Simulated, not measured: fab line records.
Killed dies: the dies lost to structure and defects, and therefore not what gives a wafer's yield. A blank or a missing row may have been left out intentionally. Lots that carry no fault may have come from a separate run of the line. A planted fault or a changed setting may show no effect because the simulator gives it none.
One fault through the eyes of 2 desks :: flow gf180mcu :: each desk holds nothing but its own numbers, with what lay behind them at the end

## THE METROLOGY DESK
Lot by lot, what the gauges showed, no matter which tool ran the lot: averages of those sampled wafers that carry a number. Marked OUT: a lot whose mean sits more than 4 standard deviations from the usual mean, which makes it out of limits; the brackets give that distance.
Columns: A = cd-nm at GF_POLY_GATE_CD_MEAS_10, usual 280.0 nm; B = cd-nm at GF_HV_LDD_CD_MEAS_31, usual 400.2 nm; C = HV_LDD_02_OVL at GF_HV_LDD_OVL_MEAS_32, usual -0.3 nm; D = PSD_TW at GF_PSD_TW_MEAS_11, usual 3160
lot: L366
first seen here: day 9 13:15
A: 280.6
B: 398.1
C: -0.3
D: 3136

lot: L367
first seen here: day 9 19:04
A: 278.7
B: 402.2
C: -1.8
D: 3139

lot: L368
first seen here: day 10 01:34
A: 278.6
B: 399.2
C: 0.6
D: 3153

lot: L369
first seen here: day 10 06:35
A: 279.8
B: 401.4
C: -0.0
D: 3157

lot: L370
first seen here: day 10 18:08
A: 280.1
B: 402.1
C: -0.7
D: 3140

lot: L371
first seen here: day 10 22:08
A: 281.8
B: 402.1
C: 0.5
D: 3132

lot: L374
first seen here: day 11 23:47
A: 274.3 (-5.7) OUT
B: 400.1
C: -0.6
D: 3216

lot: L375
first seen here: day 12 04:49
A: 274.1 (-5.9) OUT
B: 402.3
C: -1.6
D: 3129

lot: L376
first seen here: day 12 11:17
A: 280.4
B: 398.1
C: -1.2
D: 3136

lot: L384
first seen here: day 14 21:26
A: 279.5
B: 403.8
C: -0.9
D: 3146

lot: L385
first seen here: day 15 00:41
A: 281.2
B: 397.9
C: 0.6
D: 3110

lot: L386
first seen here: day 15 12:56
A: 281.2
B: 402.4
C: -1.9
D: 3214

lot: L387
first seen here: day 15 20:53
A: 279.4
B: 397.5
C: 0.1
D: 3130

lot: L388
first seen here: day 16 06:53
A: 279.7
B: 404.9
C: -2.0
D: 3128
This desk's verdict: out of limits on L374, L375, starting with L374 at day 11 23:47 (cd-nm at GF_POLY_GATE_CD_MEAS_10). L366, L367, L368, L369, L370, L371, L376, L384, L385, L386, L387, L388 stayed within limits.

## THE TOOL OWNER'S DESK: litho-track-01
Per lot that ran on this tool, the mean of the sampled wafers carrying a number, from the tool's own readings at GF_POLY_GATE_SOFTBAKE_06 (time 60 s). Marked OUT: a lot whose mean sits more than 4 standard deviations from the usual mean, which makes it out of limits; the brackets give that distance.
Columns: A = run-length-s at GF_POLY_GATE_SOFTBAKE_06, usual 89.32 s
lot: L366
first seen here: day 9 04:00
A: 89.43

lot: L368
first seen here: day 9 16:00
A: 89.45

lot: L369
first seen here: day 9 22:00
A: 89.61

lot: L370
first seen here: day 10 08:00
A: 89.47

lot: L374
first seen here: day 11 14:00
A: 133.43 (+99 or more) OUT

lot: L375
first seen here: day 11 19:00
A: 133.48 (+99 or more) OUT

lot: L384
first seen here: day 14 11:00
A: 89.50

lot: L385
first seen here: day 14 14:00
A: 89.44
This desk's verdict: out of limits on L374, L375, starting with L374 at day 11 14:00 (run-length-s at GF_POLY_GATE_SOFTBAKE_06). L366, L368, L369, L370, L384, L385 stayed within limits.

## TAKEN TOGETHER
The tool owner's desk had the chance to raise an alarm at day 11 14:00 on L374, L375.
L374, L375 would have let the metrology desk raise an alarm at day 11 23:47.
Of the lots named, all ran GF_POLY_GATE_SOFTBAKE_06 on litho-track-01.

## WHAT WAS PUT IN BY THE SIMULATOR
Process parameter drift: litho-track-01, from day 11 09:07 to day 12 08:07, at GF_POLY_GATE_SOFTBAKE_06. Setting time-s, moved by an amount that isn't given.
Shown lots that were struck: L374, L375.
Hours from the fault's start to each desk's first reading out of limits: the tool owner's desk, 5; the metrology desk, 15.
